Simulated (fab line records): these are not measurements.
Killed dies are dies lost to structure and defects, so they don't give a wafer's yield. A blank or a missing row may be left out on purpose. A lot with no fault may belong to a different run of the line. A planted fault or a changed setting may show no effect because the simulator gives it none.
Which tool is to blame?    flow gf180mcu    Sampling: 13 lots, 37 wafers, 6 of 602 route steps

## WHAT EACH GAUGE READ, for each wafer
GF_STI_THK_MEAS_24. Usual: STI_CVD_23_THK gives 650 nm (standard deviation 6.6).
lot   measured     on             STI_CVD_23_THK (nm)  flag
L168  day 2 03:32  film_metro-02  655 640 650          
L169  day 2 09:31  film_metro-02  644 635 642          
L170  day 2 14:50  film_metro-02  648 650 657          
L171  day 2 18:50  film_metro-01  655 652 641          
L172  day 3 00:43  film_metro-02  645 647 648          
L173  day 3 07:07  film_metro-02  649 653 659          
L174  day 3 12:13  film_metro-04  656 644 649          
L179  day 4 11:35  film_metro-01  659 656 661          
L180  day 4 17:15  film_metro-04  656 412 418          OFF
L181  day 4 22:20  film_metro-04  402 646              OFF
L182  day 5 05:31  film_metro-01  423 666              OFF
L184  day 5 15:14  film_metro-01  646 642 659          
L185  day 5 18:07  film_metro-04  645 652 640          

GF_POLY_GATE_OVL_MEAS_11. Usual: POLY_GATE_OVL gives -2 nm (standard deviation 6).
lot   measured      on          POLY_GATE_OVL (nm)  flag
L168  day 9 03:50   overlay-01  -11 -3 0            
L169  day 9 14:29   overlay-02  7 6 2               
L170  day 9 22:28   overlay-01  -1 -7 -8            
L171  day 10 06:35  overlay-01  -13 -6 -13          
L172  day 10 16:29  overlay-02  -3 -4 -6            
L173  day 10 21:26  overlay-02  10 10 4             
L174  day 11 00:07  overlay-02  -7 -7 -4            
L179  day 12 10:06  overlay-01  -6 -3 -3            
L180  day 12 16:54  overlay-01  2                   
L181  day 12 23:20  overlay-02  -2                  
L182  day 13 14:12  overlay-01  -3                  
L184  day 13 21:58  overlay-01  -12 -11 -5          
L185  day 14 06:10  overlay-02  -5 2 -3             

## EACH LOT AND THE TOOL THAT RAN IT (in order: tool; ch and the chambers of the sampled wafers; start)
lot   GF_STI_CVD_23                    GF_STI_CMP_25                 GF_LVPWELL_STRIP_10                  GF_VT_IMPLANT_STRIP_42
L168  hdpcvd-01 ch 0,1, day 2 03:28    cmp-01 ch 1,2,3, day 2 03:41  plasma_asher-03 ch 1, day 3 20:41    plasma_asher-01 ch 0,1, day 7 12:11
L169  hdpcvd-02 ch 1,2, day 2 09:25    cmp-01 ch 0,2, day 2 09:34    plasma_asher-02 ch 0,1, day 4 02:01  plasma_asher-02 ch 0,1, day 7 19:32
L170  hdpcvd-01 ch 0,1, day 2 14:46    cmp-01 ch 1,2, day 2 14:57    plasma_asher-03 ch 1, day 4 08:40    plasma_asher-02 ch 0,1, day 8 04:05
L171  hdpcvd-01 ch 1,2, day 2 18:46    cmp-01 ch 1,2,3, day 2 18:57  plasma_asher-03 ch 0,1, day 4 14:08  plasma_asher-01 ch 0,1, day 8 13:14
L172  hdpcvd-02 ch 0,2, day 3 00:37    cmp-02 ch 0,1,3, day 3 00:49  plasma_asher-04 ch 0,1, day 4 20:11  plasma_asher-04 ch 0,1, day 8 17:20
L173  hdpcvd-01 ch 1,2, day 3 06:59    cmp-01 ch 1,2, day 3 07:10    plasma_asher-03 ch 0,1, day 5 04:30  plasma_asher-02 ch 0,1, day 9 03:34
L174  hdpcvd-02 ch 0,2, day 3 12:07    cmp-02 ch 0,1,2, day 3 12:16  plasma_asher-02 ch 0,1, day 5 08:56  plasma_asher-01 ch 0,1, day 9 06:02
L179  hdpcvd-02 ch 1,2, day 4 11:31    cmp-01 ch 1,2,3, day 4 11:42  plasma_asher-02 ch 0,1, day 6 10:47  plasma_asher-04 ch 0,1, day 10 13:56
L180  hdpcvd-02 ch 0,1,2, day 4 17:10  cmp-02 ch 0,2,3, day 4 17:19  plasma_asher-03 ch 0, day 6 17:02    plasma_asher-04 ch 0, day 10 21:23
L181  hdpcvd-02 ch 1,2, day 4 22:15    cmp-01 ch 1,2, day 4 22:32    plasma_asher-02 ch 0, day 6 20:41    plasma_asher-02 ch 1, day 11 02:43
L182  hdpcvd-02 ch 1,2, day 5 05:26    cmp-02 ch 1,3, day 5 05:38    plasma_asher-02 ch 0, day 7 09:15    plasma_asher-02 ch 1, day 11 16:50
L184  hdpcvd-01 ch 0,1,2, day 5 15:10  cmp-01 ch 0,1,2, day 5 15:18  plasma_asher-04 ch 0,1, day 7 14:47  plasma_asher-04 ch 0,1, day 11 23:59
L185  hdpcvd-01 ch 0,1,2, day 5 18:02  cmp-02 ch 0,1,2, day 5 18:11  plasma_asher-03 ch 0,1, day 7 19:56  plasma_asher-04 ch 0,1, day 12 06:29
- GF_STI_CVD_23: deposits SiO2, target thk 650 nm, time 108.3 s.
- GF_STI_CMP_25: polishes, stops on Si3N4, t overpolish 33 s, target thk 524.6 nm.
- GF_LVPWELL_STRIP_10: strips in O2/N2.
- GF_VT_IMPLANT_STRIP_42: strips in O2/N2.

## WHAT THE TOOLS THEMSELVES READ (means of the sampled wafers that have a number; where no wafer has one, the mark that the record gives instead)
GF_STI_CMP_25. Usual: edge_zone_pressure_frac 1.000, standard deviation 0.0051; motor_current_A 11.9 A, standard deviation 1.2; time_to_endpoint_s 127 s, standard deviation 5.5.
lot   tool    edge_zone_pressure_frac  motor_current_A (A)  time_to_endpoint_s (s)  flag
L168  cmp-01  1.000                    11.8                 131                     
L169  cmp-01  1.005                    12.1                 129                     
L170  cmp-01  1.000                    12.6                 133                     
L171  cmp-01  0.995                    11.8                 129                     
L172  cmp-02  1.002                    11.1                 121                     
L173  cmp-01  0.994                    12.7                 130                     
L174  cmp-02  0.998                    11.5                 123                     
L179  cmp-01  0.999                    11.3                 130                     
L180  cmp-02  1.005                    12.0                 97                      OFF
L181  cmp-01  1.003                    12.8                 103                     OFF
L182  cmp-02  0.997                    11.1                 104                     OFF
L184  cmp-01  0.999                    12.4                 127                     
L185  cmp-02  0.999                    11.8                 119                     

GF_LVPWELL_STRIP_10. Usual: drypump_motor_current_A 5.9 A, standard deviation 0.58; heater_power_w 326 W, standard deviation 14; oes_product_au 0.723 a.u., standard deviation 0.005; strip_time_to_endpoint_s 36.94 s, standard deviation 0.099.
lot   tool             drypump_motor_current_A (A)  heater_power_w (W)  oes_product_au (a.u.)  strip_time_to_endpoint_s (s)  flag
L168  plasma_asher-03  6.6                          334                 0.722                  36.86                         
L169  plasma_asher-02  5.8                          305                 0.723                  37.04                         
L170  plasma_asher-03  6.6                          332                 0.723                  36.90                         
L171  plasma_asher-03  5.9                          335                 0.725                  36.93                         
L172  plasma_asher-04  5.4                          318                 0.725                  36.85                         
L173  plasma_asher-03  6.2                          334                 0.723                  36.87                         
L174  plasma_asher-02  5.8                          304                 0.724                  36.93                         
L179  plasma_asher-02  5.9                          304                 0.723                  36.86                         
L180  plasma_asher-03  5.5                          337                 0.721                  36.97                         
L181  plasma_asher-02  6.5                          329                 0.720                  36.78                         
L182  plasma_asher-02  6.6                          329                 0.722                  36.92                         
L184  plasma_asher-04  5.4                          325                 0.720                  37.13                         
L185  plasma_asher-03  6.2                          335                 0.723                  36.89                         

GF_VT_IMPLANT_STRIP_42. Usual: drypump_motor_current_A 5.5 A, standard deviation 0.5; heater_power_w 323 W, standard deviation 14; oes_product_au 0.716 a.u., standard deviation 0.0048; strip_time_to_endpoint_s 12.62 s, standard deviation 0.034.
lot   tool             drypump_motor_current_A (A)  heater_power_w (W)  oes_product_au (a.u.)  strip_time_to_endpoint_s (s)  flag
L168  plasma_asher-01  5.3                          323                 0.714                  12.61                         
L169  plasma_asher-02  5.8                          306                 0.714                  12.63                         
L170  plasma_asher-02  5.9                          306                 0.715                  12.65                         
L171  plasma_asher-01  5.3                          332                 0.723                  12.57                         
L172  plasma_asher-04  5.2                          327                 0.717                  12.63                         
L173  plasma_asher-02  6.2                          322                 0.713                  12.60                         
L174  plasma_asher-01  5.3                          337                 0.712                  12.63                         
L179  plasma_asher-04  5.4                          329                 0.713                  12.60                         
L180  plasma_asher-04  5.7                          334                 0.723                  12.65                         
L181  plasma_asher-02  5.5                          296                 0.717                  12.65                         
L182  plasma_asher-02  5.5                          299                 0.718                  12.65                         
L184  plasma_asher-04  5.5                          329                 0.715                  12.60                         
L185  plasma_asher-04  5.2                          324                 0.717                  12.61                         

## THE ANSWER, worked out from the rows above alone
Rule: a lot counts as off when the mean over its wafers that have a number is more than 3 standard deviations away from the usual mean. Also off: a lot with no number at a reading for which 4 or more lots have one. All remaining lots with rows at the step are treated as sound. The gauges are gone through in route order, then the tools' own readings, and for those a lot's mean is taken as printed above. At the first step where some lot is off, the reading lying furthest off is the one used; lots without a number count as furthest.
Off: L180, L181, L182, at GF_STI_THK_MEAS_24 (STI_CVD_23_THK).
A tool fits if, at a process step before that reading, it ran every lot that is off, and no sound lot after the first of them. The gauges at GF_STI_THK_MEAS_24 aren't tried: what is off there is off at GF_STI_CMP_25 too, on other tools, and a gauge's error can't cause that. One fits: hdpcvd-02 at GF_STI_CVD_23. Its last sound lot is L179 (day 4 11:31), its first lot that is off L180 (day 4 17:10): a fault that began between those two fits.

## WHAT THE SIMULATOR HAD INSERTED
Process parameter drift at GF_STI_CVD_23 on hdpcvd-02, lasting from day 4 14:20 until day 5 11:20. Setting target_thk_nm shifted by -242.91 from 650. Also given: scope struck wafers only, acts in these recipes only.
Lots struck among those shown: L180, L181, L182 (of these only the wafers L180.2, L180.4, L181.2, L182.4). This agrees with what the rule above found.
